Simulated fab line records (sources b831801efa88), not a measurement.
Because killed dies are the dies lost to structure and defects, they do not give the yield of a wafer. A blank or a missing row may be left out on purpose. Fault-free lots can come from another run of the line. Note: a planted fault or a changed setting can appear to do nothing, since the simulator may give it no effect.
fab line records / flow sky130
record lots=5 wafers=15 last_day=51
route steps=708 shown SD_P@324 RES_XHIGH@332
lots untouched by any fault: they come from a run of this same line in which no faults occurred
start_h: hours from the record's opening day to when the first of the lot's shown wafers began / wait_h: time in hours since the lot's previous step / " repeats the value in the row above / L1.1+2: one row covering several wafers at once / - value missing, or start not given / * or withheld: withheld / < > ~ a bound
route shown NAME@n: a module of which the file shows steps, and the number in the route of the first / usual: mean and standard deviation over wafers with no fault / same: alike in all rows / chamber/n: place in a boat / sites: per-site readings / _std_site: standard deviation of those values / _edge_site: mean of outer sites minus mean of inner sites / radius_mm: for every site, how far away it sits from the centre of the wafer / mask NAME#n: copy n / behind: the tool/chamber that last shaped the wafer / hold: cause of the lot's hold/its duration in hours/its outcome / device: whichever transistor did not switch (one of n, p or np) / end of line: at the end of the route, the tests of the same wafers / step lacking rows: just its recipe / killed: at the first sort, the dies lost to defects and structure; wafer yield is something else / map: a wafer's dies, x killed, . not, _ none there
set.NAME: setting as actually run; set.NAME@STEP: the setting as run at that earlier step / model.NAME: the simulator's own value behind a step, which no gauge read
lots at some steps of the route; a table a step, a row a wafer
services: when a tool's chamber went out of use (start_h, in hours from the record's first day, below 0 if earlier), for how many hours, and the reason
## steps
# step SKY_SD_P_EXPOSE_04
# recipe mask_id=PSDM na=0.6 source_shape=conventional sigma_outer=0.6 polarization=unpolarized target_cd_nm=380 dose_mj=138
# step SKY_SD_P_PEB_05
# recipe temp_c=withheld time_s=* resist=NOVOLAK
# step SKY_SD_P_DEVELOP_06
# recipe resist=NOVOLAK developer=TMAH develop_time_s=60 dev_temp_c=23
# step SKY_SD_P_CD_MEAS_07
# recipe target_cd_nm=380
# usual cd_nm=378.8/2.1
lot.wafer=L446.1 tool=cd_sem-01 chamber=- start_h=630.43 wait_h=0.1 cd_nm=380.1
lot.wafer=L446.2 tool=cd_sem-01 chamber=- start_h=630.43 wait_h=0.1 cd_nm=379.0
lot.wafer=L446.3 tool=cd_sem-01 chamber=- start_h=630.43 wait_h=0.1 cd_nm=381.5
lot.wafer=L453.2 tool=cd_sem-01 chamber=- start_h=687.50 wait_h=0.1 cd_nm=381.7
lot.wafer=L453.3 tool=cd_sem-01 chamber=- start_h=687.50 wait_h=0.1 cd_nm=379.4
lot.wafer=L453.5 tool=cd_sem-01 chamber=- start_h=687.50 wait_h=0.1 cd_nm=380.4
lot.wafer=L461.2 tool=cd_sem-01 chamber=- start_h=744.95 wait_h=0.1 cd_nm=377.4
lot.wafer=L461.3 tool=cd_sem-01 chamber=- start_h=744.95 wait_h=0.1 cd_nm=382.5
lot.wafer=L461.4 tool=cd_sem-01 chamber=- start_h=744.95 wait_h=0.1 cd_nm=379.9
lot.wafer=L464.2 tool=cd_sem-01 chamber=- start_h=772.40 wait_h=0.1 cd_nm=378.0
lot.wafer=L464.3 tool=cd_sem-01 chamber=- start_h=772.40 wait_h=0.1 cd_nm=380.5
lot.wafer=L464.6 tool=cd_sem-01 chamber=- start_h=772.40 wait_h=0.1 cd_nm=377.9
lot.wafer=L466.2 tool=cd_sem-01 chamber=- start_h=789.85 wait_h=0.1 cd_nm=379.6
lot.wafer=L466.5 tool=cd_sem-01 chamber=- start_h=789.85 wait_h=0.1 cd_nm=381.7
lot.wafer=L466.6 tool=cd_sem-01 chamber=- start_h=789.85 wait_h=0.1 cd_nm=377.8
# step SKY_SD_P_OVL_MEAS_08
# usual SD_P_OVL=1.3/1.4
lot.wafer=L446.1 tool=overlay-02 chamber=- start_h=630.55 wait_h=0.1 SD_P_OVL[nm]=-1.6
lot.wafer=L446.2 tool=overlay-02 chamber=- start_h=630.55 wait_h=0.1 SD_P_OVL[nm]=0.0
lot.wafer=L446.3 tool=overlay-02 chamber=- start_h=630.55 wait_h=0.1 SD_P_OVL[nm]=-2.0
lot.wafer=L453.2 tool=overlay-02 chamber=- start_h=687.61 wait_h=0.1 SD_P_OVL[nm]=-1.6
lot.wafer=L453.3 tool=overlay-02 chamber=- start_h=687.61 wait_h=0.1 SD_P_OVL[nm]=0.0
lot.wafer=L453.5 tool=overlay-02 chamber=- start_h=687.61 wait_h=0.1 SD_P_OVL[nm]=2.0
lot.wafer=L461.2 tool=overlay-02 chamber=- start_h=745.06 wait_h=0.1 SD_P_OVL[nm]=3.2
lot.wafer=L461.3 tool=overlay-02 chamber=- start_h=745.06 wait_h=0.1 SD_P_OVL[nm]=1.6
lot.wafer=L461.4 tool=overlay-02 chamber=- start_h=745.06 wait_h=0.1 SD_P_OVL[nm]=2.8
lot.wafer=L464.2 tool=overlay-02 chamber=- start_h=772.51 wait_h=0.1 SD_P_OVL[nm]=3.8
lot.wafer=L464.3 tool=overlay-02 chamber=- start_h=772.51 wait_h=0.1 SD_P_OVL[nm]=2.4
lot.wafer=L464.6 tool=overlay-02 chamber=- start_h=772.51 wait_h=0.1 SD_P_OVL[nm]=2.2
lot.wafer=L466.2 tool=overlay-01 chamber=- start_h=789.96 wait_h=0.1 SD_P_OVL[nm]=0.8
lot.wafer=L466.5 tool=overlay-01 chamber=- start_h=789.96 wait_h=0.1 SD_P_OVL[nm]=0.3
lot.wafer=L466.6 tool=overlay-01 chamber=- start_h=789.96 wait_h=0.1 SD_P_OVL[nm]=0.4
# step SKY_SD_P_IMPLANT_09
# recipe species=BF2 energy_kev=20 dose_cm2=3e+15 tilt_deg=0
# step SKY_SD_P_STRIP_10
# recipe chemistry=O2/N2 power_w=1400 pressure_mtorr=1500 platen_temp_c=withheld o2_flow_sccm=3000 n2_flow_sccm=300 overash_fraction=0.5
# usual drypump_motor_current_A=5.5/0.5 oes_product_au=0.618/0.0042 strip_time_to_endpoint_s=17.50/0.047
lot.wafer=L446.1 tool=plasma_asher-04 chamber=1 start_h=630.74 wait_h=0.1 drypump_motor_current_A=6.0 oes_product_au=0.610 rf_hours_counter_h=22 strip_time_to_endpoint_s=17.53
lot.wafer=L446.2 tool=plasma_asher-04 chamber=0 start_h=630.74 wait_h=0.1 drypump_motor_current_A=6.4 oes_product_au=0.611 rf_hours_counter_h=22 strip_time_to_endpoint_s=17.49
lot.wafer=L446.3 tool=plasma_asher-04 chamber=0 start_h=630.74 wait_h=0.1 drypump_motor_current_A=6.4 oes_product_au=0.617 rf_hours_counter_h=- strip_time_to_endpoint_s=17.55
lot.wafer=L453.2 tool=plasma_asher-02 chamber=0 start_h=687.79 wait_h=0.1 drypump_motor_current_A=5.1 oes_product_au=0.618 rf_hours_counter_h=58 strip_time_to_endpoint_s=17.44
lot.wafer=L453.3 tool=plasma_asher-02 chamber=1 start_h=687.79 wait_h=0.1 drypump_motor_current_A=5.2 oes_product_au=0.619 rf_hours_counter_h=- strip_time_to_endpoint_s=17.48
lot.wafer=L453.5 tool=plasma_asher-02 chamber=0 start_h=687.79 wait_h=0.1 drypump_motor_current_A=5.2 oes_product_au=0.618 rf_hours_counter_h=- strip_time_to_endpoint_s=17.53
lot.wafer=L461.2 tool=plasma_asher-02 chamber=1 start_h=745.24 wait_h=0.1 drypump_motor_current_A=5.2 oes_product_au=0.625 rf_hours_counter_h=64 strip_time_to_endpoint_s=17.42
lot.wafer=L461.3 tool=plasma_asher-02 chamber=0 start_h=745.24 wait_h=0.1 drypump_motor_current_A=5.2 oes_product_au=0.615 rf_hours_counter_h=- strip_time_to_endpoint_s=17.45
lot.wafer=L461.4 tool=plasma_asher-02 chamber=1 start_h=745.24 wait_h=0.1 drypump_motor_current_A=5.2 oes_product_au=0.617 rf_hours_counter_h=- strip_time_to_endpoint_s=17.45
lot.wafer=L464.2 tool=plasma_asher-04 chamber=1 start_h=772.69 wait_h=0.1 drypump_motor_current_A=6.0 oes_product_au=0.615 rf_hours_counter_h=35 strip_time_to_endpoint_s=17.43
lot.wafer=L464.3 tool=plasma_asher-04 chamber=1 start_h=772.69 wait_h=0.1 drypump_motor_current_A=6.0 oes_product_au=0.618 rf_hours_counter_h=- strip_time_to_endpoint_s=17.48
lot.wafer=L464.6 tool=plasma_asher-04 chamber=1 start_h=772.69 wait_h=0.1 drypump_motor_current_A=6.0 oes_product_au=0.611 rf_hours_counter_h=- strip_time_to_endpoint_s=17.45
lot.wafer=L466.2 tool=plasma_asher-04 chamber=1 start_h=790.14 wait_h=0.1 drypump_motor_current_A=6.0 oes_product_au=0.618 rf_hours_counter_h=37 strip_time_to_endpoint_s=17.47
lot.wafer=L466.5 tool=plasma_asher-04 chamber=1 start_h=790.14 wait_h=0.1 drypump_motor_current_A=6.0 oes_product_au=0.609 rf_hours_counter_h=- strip_time_to_endpoint_s=17.47
lot.wafer=L466.6 tool=plasma_asher-04 chamber=0 start_h=790.14 wait_h=0.1 drypump_motor_current_A=6.4 oes_product_au=0.623 rf_hours_counter_h=- strip_time_to_endpoint_s=17.45
# step SKY_SD_P_TW_MEAS_11
# usual SD_P_TW=2806/38
lot.wafer=L446.1 tool=film_metro-02 chamber=- start_h=630.84 wait_h=0.1 SD_P_TW=2802
lot.wafer=L446.2 tool=film_metro-02 chamber=- start_h=630.84 wait_h=0.1 SD_P_TW=2798
lot.wafer=L446.3 tool=film_metro-02 chamber=- start_h=630.84 wait_h=0.1 SD_P_TW=2826
lot.wafer=L453.2 tool=film_metro-02 chamber=- start_h=687.90 wait_h=0.1 SD_P_TW=2795
lot.wafer=L453.3 tool=film_metro-02 chamber=- start_h=687.90 wait_h=0.1 SD_P_TW=2813
lot.wafer=L453.5 tool=film_metro-02 chamber=- start_h=687.90 wait_h=0.1 SD_P_TW=2798
lot.wafer=L461.2 tool=film_metro-04 chamber=- start_h=745.35 wait_h=0.1 SD_P_TW=2856
lot.wafer=L461.3 tool=film_metro-04 chamber=- start_h=745.35 wait_h=0.1 SD_P_TW=2858
lot.wafer=L461.4 tool=film_metro-04 chamber=- start_h=745.35 wait_h=0.1 SD_P_TW=2861
lot.wafer=L464.2 tool=film_metro-02 chamber=- start_h=772.80 wait_h=0.1 SD_P_TW=2822
lot.wafer=L464.3 tool=film_metro-02 chamber=- start_h=772.80 wait_h=0.1 SD_P_TW=2828
lot.wafer=L464.6 tool=film_metro-02 chamber=- start_h=772.80 wait_h=0.1 SD_P_TW=2828
lot.wafer=L466.2 tool=film_metro-02 chamber=- start_h=790.25 wait_h=0.1 SD_P_TW=2818
lot.wafer=L466.5 tool=film_metro-02 chamber=- start_h=790.25 wait_h=0.1 SD_P_TW=2811
lot.wafer=L466.6 tool=film_metro-02 chamber=- start_h=790.25 wait_h=0.1 SD_P_TW=2804
# step SKY_RES_XHIGH_DEHYDRATE_00
# recipe temp_c=200 time_s=60
# step SKY_RES_XHIGH_HMDS_01
# recipe prime_time_s=60 prime_temp_c=120
# step SKY_RES_XHIGH_COAT_02
# recipe resist=NOVOLAK spin_rpm=3000 resist_thk_nm=1140
# step SKY_RES_XHIGH_SOFTBAKE_03
# recipe temp_c=90 time_s=60 resist=NOVOLAK
# step SKY_RES_XHIGH_EXPOSE_04
# recipe mask_id=URPM na=0.6 source_shape=conventional sigma_outer=0.6 polarization=unpolarized target_cd_nm=1270 dose_mj=140
lot.wafer=L446.1+2+3 tool=iline_stepper-02 chamber=0 start_h=647.27 wait_h=- mask=URPM#0
lot.wafer=L453.2+3+5 tool=iline_stepper-01 chamber=0 start_h=703.40 wait_h=- mask=URPM#0
lot.wafer=L461.2+3+4 tool=iline_stepper-01 chamber=0 start_h=759.29 wait_h=- mask=URPM_R1#0
lot.wafer=L464.2+3+6 tool=iline_stepper-02 chamber=0 start_h=786.48 wait_h=- mask=URPM#0
lot.wafer=L466.2+5+6 tool=iline_stepper-02 chamber=0 start_h=803.33 wait_h=- mask=URPM#0
# step SKY_RES_XHIGH_PEB_05
# recipe temp_c=withheld time_s=* resist=NOVOLAK
## services
tool=iline_stepper-01 chamber=0 start_h=618.66 hours=- kind=calibration
tool=plasma_asher-04 chamber=- start_h=699.76 hours=4.5 kind=repair
tool=iline_stepper-01 chamber=- start_h=713.60 hours=1.7 kind=pm
tool=plasma_asher-04 chamber=- start_h=763.39 hours=1.6 kind=repair
tool=iline_stepper-01 chamber=- start_h=765.22 hours=2.9 kind=repair
tool=iline_stepper-02 chamber=0 start_h=772.35 hours=- kind=calibration
tool=iline_stepper-02 chamber=- start_h=786.57 hours=1.7 kind=pm
tool=plasma_asher-02 chamber=- start_h=797.69 hours=3.7 kind=repair
## key
first_sign step=SKY_RES_XHIGH_EXPOSE_04 reading=mask direction=changed
effect none on later readings
met_at SKY_RES_XHIGH_EXPOSE_04
struck_wafers L461.2,L461.3,L461.4
rows_end L461.2,L461.3,L461.4
onset_between 703.40 759.29
fault kind=wrong_mask tool=any chamber=- onset_h=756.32 steps=SKY_RES_XHIGH_EXPOSE_04 aux_copy=URPM_R1#0 cd_offset_nm=190 scope=struck_lots_only
# rows_end: these wafers met a further fault down the route, and their rows from its step on are left out
